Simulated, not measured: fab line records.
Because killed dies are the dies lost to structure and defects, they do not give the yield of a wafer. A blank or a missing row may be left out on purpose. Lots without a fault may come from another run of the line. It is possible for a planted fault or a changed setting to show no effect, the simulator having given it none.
Which tool is to blame? / flow gf180mcu / 33 wafers from 11 lots sampled at 5 of the route's 602 steps

## WHAT THE GAUGES SHOWED, per wafer
GF_V1_RS_MEAS_24: measurement is done with a four-point probe.
lot=L182; measured=day 18 09:38; on=filmMetro-02; V1_W_RS (ohm/sq)=0.324 0.328 0.326
lot=L183; measured=day 18 19:45; on=filmMetro-01; V1_W_RS (ohm/sq)=0.326 0.331 0.325
lot=L191; measured=day 21 11:53; on=filmMetro-02; V1_W_RS (ohm/sq)=0.649 0.643 0.651
lot=L193; measured=day 22 04:23; on=filmMetro-01; V1_W_RS (ohm/sq)=0.668 0.671 0.682
lot=L195; measured=day 23 00:24; on=filmMetro-02; V1_W_RS (ohm/sq)=0.332 0.331 0.333
lot=L197; measured=day 23 16:32; on=filmMetro-03; V1_W_RS (ohm/sq)=0.326 0.334 0.331
lot=L200; measured=day 24 21:26; on=filmMetro-02; V1_W_RS (ohm/sq)=0.329 0.326 0.328
lot=L202; measured=day 25 04:18; on=filmMetro-01; V1_W_RS (ohm/sq)=0.328 0.324 0.331
lot=L203; measured=day 25 14:20; on=filmMetro-03; V1_W_RS (ohm/sq)=0.321 0.322 0.324
lot=L204; measured=day 26 00:13; on=filmMetro-02; V1_W_RS (ohm/sq)=0.325 0.326 0.322
lot=L205; measured=day 26 04:32; on=filmMetro-02; V1_W_RS (ohm/sq)=0.322 0.325 0.329

## TOOL THAT RAN EACH LOT (tool first, then ch and the chambers of the sampled wafers, then the start)
lot=L182; GF_M1_SPUTTER_00=pvdSputter-03, day 16 08:17; GF_M1_SPUTTER_01=pvdSputter-03, day 16 08:23; GF_V1_CVD_02=pecvd-04 ch 0,1, day 17 08:14; GF_V1_CVD_23=cvdW-02 ch 0, day 18 09:30
lot=L183; GF_M1_SPUTTER_00=pvdSputter-01, day 16 18:18; GF_M1_SPUTTER_01=pvdSputter-01, day 16 18:24; GF_V1_CVD_02=pecvd-01 ch 0,2, day 17 18:17; GF_V1_CVD_23=cvdW-01 ch 0,1, day 18 19:38
lot=L191; GF_M1_SPUTTER_00=pvdSputter-04, day 19 09:34; GF_M1_SPUTTER_01=pvdSputter-04, day 19 09:40; GF_V1_CVD_02=pecvd-02 ch 0,1, day 20 10:34; GF_V1_CVD_23=cvdW-01 ch 0,1, day 21 11:46
lot=L193; GF_M1_SPUTTER_00=pvdSputter-03, day 20 02:12; GF_M1_SPUTTER_01=pvdSputter-03, day 20 02:18; GF_V1_CVD_02=pecvd-04 ch 0, day 21 03:47; GF_V1_CVD_23=cvdW-01 ch 0, day 22 04:16
lot=L195; GF_M1_SPUTTER_00=pvdSputter-04, day 20 23:16; GF_M1_SPUTTER_01=pvdSputter-04, day 20 23:22; GF_V1_CVD_02=pecvd-04 ch 0,2, day 22 00:18; GF_V1_CVD_23=cvdW-02 ch 0,1, day 23 00:16
lot=L197; GF_M1_SPUTTER_00=pvdSputter-04, day 21 16:15; GF_M1_SPUTTER_01=pvdSputter-04, day 21 16:21; GF_V1_CVD_02=pecvd-02 ch 0,1, day 22 16:43; GF_V1_CVD_23=cvdW-02 ch 0,1, day 23 16:25
lot=L200; GF_M1_SPUTTER_00=pvdSputter-04, day 22 22:08; GF_M1_SPUTTER_01=pvdSputter-04, day 22 22:14; GF_V1_CVD_02=pecvd-01 ch 0,1,2, day 23 21:41; GF_V1_CVD_23=cvdW-01 ch 0, day 24 21:19
lot=L202; GF_M1_SPUTTER_00=pvdSputter-04, day 23 05:30; GF_M1_SPUTTER_01=pvdSputter-04, day 23 05:36; GF_V1_CVD_02=pecvd-02 ch 0,1,2, day 24 04:56; GF_V1_CVD_23=cvdW-01 ch 0, day 25 04:11
lot=L203; GF_M1_SPUTTER_00=pvdSputter-04, day 23 16:16; GF_M1_SPUTTER_01=pvdSputter-04, day 23 16:22; GF_V1_CVD_02=pecvd-01 ch 0,1,2, day 24 15:25; GF_V1_CVD_23=cvdW-01 ch 0,1, day 25 14:13
lot=L204; GF_M1_SPUTTER_00=pvdSputter-03, day 24 02:17; GF_M1_SPUTTER_01=pvdSputter-03, day 24 02:23; GF_V1_CVD_02=pecvd-02 ch 1,2, day 25 01:50; GF_V1_CVD_23=cvdW-02 ch 0,1, day 26 00:05
lot=L205; GF_M1_SPUTTER_00=pvdSputter-01, day 24 07:27; GF_M1_SPUTTER_01=pvdSputter-01, day 24 07:33; GF_V1_CVD_02=pecvd-01 ch 1,2, day 25 06:06; GF_V1_CVD_23=cvdW-01 ch 0,1, day 26 04:25
- GF_M1_SPUTTER_00: material Ti, target thk 37.5 nm, time 150 s.
- GF_M1_SPUTTER_01: material TiN, target thk 30 nm, time 25 s.
- GF_V1_CVD_02: deposits SiO2 from TEOS, target thk 850 nm, time 94.851 s.
- GF_V1_CVD_23: deposits W, target thk 350 nm, time 105.05 s.

## THE ANSWER, worked out from the rows above alone
Rule: the lots themselves supply what counts as usual. The widest of any qualifying gaps counts: lots, ordered by their means at a reading, are off when they make up no more than a third of the lots, leave a main group of 4 or more, and stand apart from it by 3 or more times the standard deviation of that group's means. A main group is skipped when, at the precision printed for the reading in the tables above, its means are all equal. A lot without any number at a reading at which 4 lots or more have one is off too. The other lots that the step has rows for count as sound.
Off: L191, L193, at GF_V1_RS_MEAS_24 (V1_W_RS). For the main group the mean is 0.327 ohm/sq and the standard deviation 0.0028.
If a tool, at a process step before that reading, ran all the lots that are off and no sound lot after the first of them, it fits. Those tools and the gauges at GF_V1_RS_MEAS_24 are tried in the same way. Not one of the candidates tried fits.

## WHAT THE SIMULATOR PUT IN
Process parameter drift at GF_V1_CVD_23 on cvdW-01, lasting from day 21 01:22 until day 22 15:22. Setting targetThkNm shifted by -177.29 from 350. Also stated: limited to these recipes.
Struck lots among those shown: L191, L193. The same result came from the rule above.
